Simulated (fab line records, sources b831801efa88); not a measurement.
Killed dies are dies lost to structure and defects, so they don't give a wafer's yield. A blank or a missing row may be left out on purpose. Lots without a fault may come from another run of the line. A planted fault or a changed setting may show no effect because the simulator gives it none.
Which tool did it? | flow gf180mcu | 6 lots, 18 wafers sampled, at 2 steps of a route of 602

WHAT THE GAUGES READ, wafer by wafer
GF_CONTACT_THK_MEAS_01.
lot  | measured     | on            | CONTACT_CVD_00_THK (nm)
L821 | day 16 09:35 | film_metro-01 | 298 298 297
L823 | day 16 17:58 | film_metro-01 | 298 293 297
L828 | day 18 15:17 | film_metro-03 | 297 298 304
L829 | day 18 18:17 | film_metro-02 | 303 301 304
L832 | day 20 04:57 | film_metro-02 | 296 304 300
L839 | day 22 15:04 | film_metro-03 | 143 302 143

WHICH TOOL RAN EACH LOT (tool, then ch and the chambers of the sampled wafers, then the start)
lot  | GF_CONTACT_CVD_00
L821 | hdpcvd-01 ch 1,2, day 16 09:33
L823 | hdpcvd-01 ch 0,1,2, day 16 17:56
L828 | hdpcvd-01 ch 0,2, day 18 15:14
L829 | hdpcvd-02 ch 0,1,2, day 18 18:14
L832 | hdpcvd-01 ch 0,1,2, day 20 04:54
L839 | hdpcvd-01 ch 0,1, day 22 15:00
- GF_CONTACT_CVD_00: deposits SiO2, target thk 300 nm, time 50 s.

THE ANSWER, worked out from the rows above alone
Rule: what is usual is taken from the lots themselves. Put in order of their means at a reading, lots are off if they are a third of the lots or fewer, leave a main group of 4 or more, and stand apart from it by a gap of 3 or more times the standard deviation of the main group's means; of several such gaps the widest counts. A main group whose means are all the same, to the digits that the tables above print for the reading, isn't used. A lot without any number at a reading at which 4 lots or more have one is off too. The other lots that the step has rows for count as sound.
Off: L839, at GF_CONTACT_THK_MEAS_01 (CONTACT_CVD_00_THK). The main group: mean 299 nm, standard deviation 2.3.
A tool fits if, at a process step before that reading, it ran every lot that is off, and no sound lot after the first of them. The gauges at GF_CONTACT_THK_MEAS_01 are tried like those tools. Can't be told from this: 2 tools fit, hdpcvd-01 at GF_CONTACT_CVD_00, film_metro-03 at GF_CONTACT_THK_MEAS_01.

WHAT THE SIMULATOR HAD PUT IN
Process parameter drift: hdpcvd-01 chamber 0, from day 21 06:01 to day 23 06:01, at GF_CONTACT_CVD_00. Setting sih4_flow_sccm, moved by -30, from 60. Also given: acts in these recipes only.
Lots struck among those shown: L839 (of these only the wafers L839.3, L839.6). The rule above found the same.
